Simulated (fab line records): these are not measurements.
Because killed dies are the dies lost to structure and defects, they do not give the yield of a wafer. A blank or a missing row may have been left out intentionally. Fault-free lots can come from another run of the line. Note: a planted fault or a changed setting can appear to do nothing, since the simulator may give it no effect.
fab line records -- flow sky130
record: lots: 15, wafers: 45, last_day: 50
route steps=708 shown POLY_CUT@313 LOCAL_INTERCONNECT@399 CONTACT@424
lots that met no fault: from a run of the same line without faults
start_h: hours from the record's opening day to when the first of the lot's shown wafers began -- wait_h: time in hours since the lot's previous step -- " as in the row above -- L1.1+2: a row that stands for several wafers -- - no value, or no start given -- * or withheld: withheld -- < > ~ a bound
route shown NAME@n: names a module that has steps shown in the file, with the first one's number in the route -- usual: mean/standard deviation taken from wafers without a fault -- same: alike in all rows -- chamber/n: place in a boat -- sites: each site's reading -- _std_site: standard deviation across them -- _edge_site: the outer-site mean with the inner-site mean subtracted -- radius_mm: how far each site lies from the wafer's centre -- mask NAME#n: copy n -- behind: the last tool/chamber to shape the wafer -- hold: what put the lot on hold/how long, in hours/how the hold closed -- device: the n, p or np transistor that did not switch -- end of line: tests of these same wafers at the route's end -- for a step that has no rows: nothing shown but its recipe -- killed: dies that structure and defects cost at the first sort, which is not the same as the wafer's yield -- map: per-die view of a wafer (x killed, . not killed, _ where there is no die)
set.NAME: setting as actually run; set.NAME@STEP: the setting as run at that earlier step -- model.NAME: the simulator's own value behind a step, which no gauge read
a sample of lots followed through the steps of the route, with each step as a table and each wafer as a row
services: from which hour (start_h, from the record's first day; less than 0 if before it) a tool's chamber was out of use, for how many hours, and why
== steps ==
step: SKY_POLY_CUT_PEB_06
recipe: peb_temp_c: withheld, peb_time_s: withheld, resist: KrF-thick
usual: chill_plate_temp_C: *, exhaust_pa: 44.9/0.84, resist_line_temp_C: *
lot.wafer,tool,chamber,start_h,wait_h,chill_plate_temp_C,exhaust_pa,resist_line_temp_C
L162.3,litho_track-01,0,567,-,*,44.5,*
L162.5,litho_track-01,0,567,-,*,44.7,*
L162.6,litho_track-01,0,568,-,*,43.2,*
L163.1,litho_track-03,0,575,-,*,45.9,*
L163.2,litho_track-03,0,575,-,*,43.5,*
L163.3,litho_track-03,0,575,-,*,46.5,*
L165.1,litho_track-04,0,584,-,*,45.7,*
L165.2,litho_track-04,0,584,-,*,45.8,*
L165.6,litho_track-04,0,584,-,*,45.3,*
L168.3,litho_track-04,0,630,-,*,45.6,*
L168.4,litho_track-04,0,630,-,*,46.5,*
L168.6,litho_track-04,0,630,-,*,44.7,*
L169.1,litho_track-03,-,650,-,-,-,-
L169.4,litho_track-03,-,650,-,-,-,-
L169.5,litho_track-03,-,650,-,-,-,-
L170.4,litho_track-03,-,655,-,-,-,-
L170.5,litho_track-03,-,655,-,-,-,-
L170.6,litho_track-03,-,655,-,-,-,-
L172.2,litho_track-04,-,661,-,-,-,-
L172.4,litho_track-04,-,661,-,-,-,-
L172.6,litho_track-04,-,661,-,-,-,-
L173.1,litho_track-04,0,668,-,*,45.8,*
L173.3,litho_track-04,0,668,-,*,44.0,*
L173.4,litho_track-04,0,668,-,*,45.8,*
L175.3,litho_track-03,0,681,-,*,44.2,*
L175.5,litho_track-03,0,681,-,*,43.8,*
L175.6,litho_track-03,0,681,-,*,45.2,*
L177.1,litho_track-01,0,701,-,*,45.5,*
L177.3,litho_track-01,0,701,-,*,45.8,*
L177.4,litho_track-01,0,701,-,*,45.2,*
L178.2,litho_track-01,0,711,-,*,45.6,*
L178.5,litho_track-01,0,711,-,*,43.7,*
L178.6,litho_track-01,0,711,-,*,45.9,*
L182.1,litho_track-04,0,727,-,*,45.8,*
L182.2,litho_track-04,0,728,-,*,46.2,*
L182.5,litho_track-04,0,728,-,*,45.7,*
L181.3,litho_track-04,0,729,-,*,44.0,*
L181.4,litho_track-04,0,729,-,*,45.1,*
L181.5,litho_track-04,0,729,-,*,44.5,*
L183.1,litho_track-03,0,738,-,*,44.2,*
L183.3,litho_track-03,0,738,-,*,45.4,*
L183.4,litho_track-03,0,738,-,*,43.7,*
L184.1,litho_track-01,0,740,-,*,44.1,*
L184.3,litho_track-01,0,740,-,*,44.3,*
L184.4,litho_track-01,0,740,-,*,44.1,*
step: SKY_LOCAL_INTERCONNECT_OVL_MEAS_12
usual: LOCAL_INTERCONNECT_OVL: 0/6
lot.wafer,tool,chamber,start_h,wait_h,LOCAL_INTERCONNECT_OVL[nm]
L162.3,overlay-01,-,714.42,0.1,-11
L162.5,overlay-01,-,714.42,0.1,-3
L162.6,overlay-01,-,714.42,0.1,-5
L163.1,overlay-02,-,720.36,0.1,-9
L163.2,overlay-02,-,720.36,0.1,-9
L163.3,overlay-02,-,720.36,0.1,-4
L165.1,overlay-01,-,729.91,0.1,-1
L165.2,overlay-01,-,729.91,0.1,-4
L165.6,overlay-01,-,729.91,0.1,3
L168.3,overlay-02,-,771.39,0.1,-12
L168.4,overlay-02,-,771.39,0.1,-4
L168.6,overlay-02,-,771.39,0.1,-17
L173.1,overlay-02,-,806.57,0.1,1
L173.3,overlay-02,-,806.57,0.1,2
L173.4,overlay-02,-,806.57,0.1,1
L175.3,overlay-01,-,820.19,0.1,12
L175.5,overlay-01,-,820.19,0.1,8
L175.6,overlay-01,-,820.19,0.1,9
L177.1,overlay-02,-,840.97,0.1,4
L177.3,overlay-02,-,840.97,0.1,6
L177.4,overlay-02,-,840.97,0.1,1
L178.2,overlay-02,-,850.96,0.1,2
L178.5,overlay-02,-,850.96,0.1,2
L178.6,overlay-02,-,850.96,0.1,3
L182.1,overlay-01,-,863.67,0.1,3
L182.2,overlay-01,-,863.67,0.1,-4
L182.5,overlay-01,-,863.67,0.1,2
L181.3,overlay-02,-,864.72,0.1,6
L181.4,overlay-02,-,864.72,0.1,10
L181.5,overlay-02,-,864.72,0.1,2
L183.1,overlay-01,-,873.18,0.1,6
L183.3,overlay-01,-,873.18,0.1,12
L183.4,overlay-01,-,873.18,0.1,7
L184.1,overlay-02,-,878.32,0.1,-6
L184.3,overlay-02,-,878.32,0.1,-14
L184.4,overlay-02,-,878.32,0.1,-2
step: SKY_LOCAL_INTERCONNECT_METAL_ETCH_14
recipe: target_depth_nm: 110, stop_on: PSG, chemistry: Cl2/BCl3, target: TiN, resist_sidewall_deg: 88, pressure_mtorr: 10, icp_w: 900, bias_w: 48.5, Cl2_flow_sccm: 60, bcl3_flow_sccm: 30, time_s: 31.4
usual: drypump_motor_current_A: 5.9/0.32, oes_product_au: 0.942/0.0076, throttle_valve_pct: 21.901/0.0097
lot.wafer,tool,chamber,start_h,wait_h,drypump_motor_current_A,oes_product_au,rf_hours_counter_h,throttle_valve_pct
L162.3,rie_metal-04,1,714.55,0.1,5.3,0.944,-,21.908
L162.5,rie_metal-04,1,714.55,0.1,5.3,0.945,-,21.910
L162.6,rie_metal-04,0,714.55,0.1,6.2,0.935,-,21.901
L163.1,rie_metal-04,0,720.52,0.1,6.2,0.948,2,21.897
L163.2,rie_metal-04,0,720.52,0.1,6.2,0.935,-,21.898
L163.3,rie_metal-04,0,720.52,0.1,6.2,0.947,-,21.893
L165.1,rie_metal-04,1,730.00,0.0,5.4,0.941,11,21.910
L165.2,rie_metal-04,0,730.00,0.0,6.2,0.946,2,21.910
L165.6,rie_metal-04,0,730.00,0.0,6.2,0.948,-,21.900
L168.3,rie_metal-04,0,771.49,0.0,6.2,0.936,-,21.918
L168.4,rie_metal-04,1,771.49,0.0,5.3,0.935,-,21.902
L168.6,rie_metal-04,1,771.49,0.0,5.3,0.935,-,21.917
L173.1,rie_metal-02,0,806.67,0.0,6.2,0.939,4,21.902
L173.3,rie_metal-02,0,806.67,0.0,6.2,0.940,-,21.914
L173.4,rie_metal-02,1,806.67,0.0,5.9,0.943,-,21.895
L175.3,rie_metal-01,0,820.30,0.0,6.0,0.939,-,21.894
L175.5,rie_metal-01,0,820.30,0.0,6.0,0.941,-,21.921
L175.6,rie_metal-01,1,820.30,0.0,5.7,0.944,-,21.895
L177.1,rie_metal-04,0,841.07,0.0,6.2,0.947,6,21.899
L177.3,rie_metal-04,1,841.07,0.0,5.3,0.948,-,21.880
L177.4,rie_metal-04,0,841.07,0.0,6.2,0.942,-,21.890
L178.2,rie_metal-04,1,851.06,0.0,5.3,0.931,15,21.886
L178.5,rie_metal-04,1,851.06,0.0,5.3,0.939,-,21.890
L178.6,rie_metal-04,0,851.06,0.0,6.1,0.932,-,21.897
L182.1,rie_metal-01,0,863.83,0.1,6.1,0.952,8,21.891
L182.2,rie_metal-01,0,863.83,0.1,6.0,0.949,-,21.877
L182.5,rie_metal-01,0,863.83,0.1,6.0,0.943,-,21.909
L181.3,rie_metal-02,0,864.82,0.0,6.2,0.925,-,21.899
L181.4,rie_metal-02,1,864.82,0.0,5.9,0.932,-,21.885
L181.5,rie_metal-02,0,864.82,0.0,6.2,0.943,-,21.915
L183.1,rie_metal-04,1,873.28,0.0,5.3,0.933,16,21.891
L183.3,rie_metal-04,1,873.28,0.0,5.4,0.933,-,21.901
L183.4,rie_metal-04,0,873.28,0.0,6.2,0.939,-,21.900
L184.1,rie_metal-02,0,878.42,0.0,6.2,0.943,6,21.904
L184.3,rie_metal-02,0,878.42,0.0,6.2,0.950,-,21.891
L184.4,rie_metal-02,1,878.42,0.0,5.8,0.938,-,21.909
step: SKY_CONTACT_ETCH_18
recipe: target: Si3N4, chemistry: CHF3/O2, stop_on: TiN, source_w: 600, bias_w: 200, pressure_mtorr: 40, chf3_flow_sccm: 50, O2_flow_sccm: 5, time_s: 39, target_depth_a: 750
usual: drypump_motor_current_A: 5.5/0.44, oes_product_au: 0.853/0.0071, throttle_valve_pct: 8.792/0.0095
lot.wafer,tool,chamber,start_h,wait_h,drypump_motor_current_A,oes_product_au,rf_hours_counter_h,throttle_valve_pct
L162.3,rie_diel-04,3,-,-,5.8,0.852,6,8.802
L162.5,rie_diel-04,1,-,-,5.8,0.845,-,8.785
L162.6,rie_diel-04,3,-,-,5.8,0.847,-,8.791
L163.1,rie_diel-03,3,-,-,5.4,0.848,33,8.784
L163.2,rie_diel-03,0,-,-,6.2,0.852,16,8.780
L163.3,rie_diel-03,1,-,-,5.6,0.857,14,8.800
L165.1,rie_diel-01,1,-,-,5.6,0.845,15,8.796
L165.2,rie_diel-01,3,-,-,5.3,0.842,6,8.771
L165.6,rie_diel-01,2,-,-,5.5,0.854,-,8.792
L168.3,rie_diel-04,1,-,-,5.8,0.844,5,8.794
L168.4,rie_diel-04,3,-,-,5.8,0.862,8,8.778
L168.6,rie_diel-04,3,-,-,5.8,0.860,-,8.798
L173.1,rie_diel-04,0,-,-,4.7,0.853,9,8.803
L173.3,rie_diel-04,1,-,-,5.8,0.853,6,8.809
L173.4,rie_diel-04,2,-,-,5.2,0.860,2,8.796
L175.3,rie_diel-01,0,-,-,5.6,0.854,14,8.790
L175.5,rie_diel-01,3,-,-,5.3,0.866,-,8.791
L175.6,rie_diel-01,2,-,-,5.6,0.871,-,8.792
L177.1,rie_diel-04,2,-,-,5.2,0.847,3,8.802
L177.3,rie_diel-04,1,-,-,5.8,0.849,7,8.786
L177.4,rie_diel-04,3,-,-,5.8,0.860,10,8.803
L178.2,rie_diel-01,2,-,-,5.6,0.857,22,8.798
L178.5,rie_diel-01,1,-,-,5.6,0.853,-,8.784
L178.6,rie_diel-01,2,-,-,5.6,0.849,-,8.795
L182.1,rie_diel-04,0,-,-,4.7,0.856,11,8.805
L182.2,rie_diel-04,2,-,-,5.2,0.850,4,8.814
L182.5,rie_diel-04,0,-,-,4.7,0.854,-,8.798
L181.3,rie_diel-01,0,-,-,5.6,0.856,16,8.788
L181.4,rie_diel-01,3,-,-,5.3,0.852,11,8.791
L181.5,rie_diel-01,2,-,-,5.6,0.852,-,8.779
L183.1,rie_diel-04,1,-,-,5.8,0.852,9,8.786
L183.3,rie_diel-04,0,-,-,4.6,0.856,11,8.788
L183.4,rie_diel-04,3,-,-,5.8,0.857,11,8.790
L184.1,rie_diel-03,1,-,-,5.6,0.856,20,8.786
L184.3,rie_diel-03,2,-,-,5.0,0.847,25,8.793
L184.4,rie_diel-03,3,-,-,5.4,0.861,2,8.791
== services ==
tool,chamber,start_h,hours,kind
rie_metal-01,0,556.78,18.7,repair
rie_diel-03,-,566.09,4.3,pm
rie_diel-03,1,602.77,17.5,repair
rie_diel-04,-,612.68,14.6,pm
rie_metal-01,-,614.17,2.8,pm
rie_metal-04,-,620.19,1.1,repair
rie_metal-04,0,621.28,-,clean
rie_diel-01,-,636.74,14.6,pm
rie_diel-03,3,656.42,22.1,repair
rie_diel-01,3,659.74,1.4,repair
rie_metal-04,0,678.58,1.0,repair
rie_metal-04,1,720.38,2.7,repair
rie_diel-01,0,724.23,4.6,repair
rie_diel-01,0,755.48,6.9,repair
rie_metal-02,1,777.16,13.6,repair
rie_diel-04,3,803.55,4.1,repair
rie_diel-01,0,812.97,10.6,repair
rie_diel-04,2,824.76,8.5,repair
rie_diel-04,-,845.58,2.8,pm
rie_metal-01,1,857.00,50.2,repair
rie_metal-02,-,865.87,1.2,repair
rie_metal-01,0,881.27,10.1,repair
rie_metal-01,-,889.70,2.7,repair
rie_metal-02,0,903.72,4.0,repair
== key ==
first_sign: step: SKY_POLY_CUT_PEB_06, reading: tool_record, direction: missing
effect none on later readings
met_at SKY_POLY_CUT_PEB_06
struck_lots L169,L170,L172
later_rows_left_out L169.1,L169.4,L169.5,L170.4,L170.5,L170.6,L172.2,L172.4,L172.6
sort_left_out L169.1,L169.4,L169.5,L170.4,L170.5,L170.6,L172.2,L172.4,L172.6
tester_left_out L169,L170,L172
not_acting_at SKY_LOCAL_INTERCONNECT_OVL_MEAS_12,SKY_LOCAL_INTERCONNECT_METAL_ETCH_14,SKY_CONTACT_ETCH_18
onset_between 630 650
fault: kind: skipped_step_whole, tool: litho_track-03,litho_track-04, chamber: -, onset_h: 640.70, steps: SKY_POLY_CUT_PEB_06, scope: struck_lots_only
tester_left_out: of these lots the tester's yield and bins aren't shown, on N5 and GAA mostly nor the transistor test; their killed dies are dies lost to structure and defects alone, not to doping, threshold or leakage, so they don't give the yield
sort_left_out: the simulated sort isn't trusted on such a fault, so these wafers' sort isn't shown, and their yield isn't known
later_rows_left_out: the simulator's readings of these wafers behind a module that went badly wrong aren't trusted and aren't shown, but for the sort
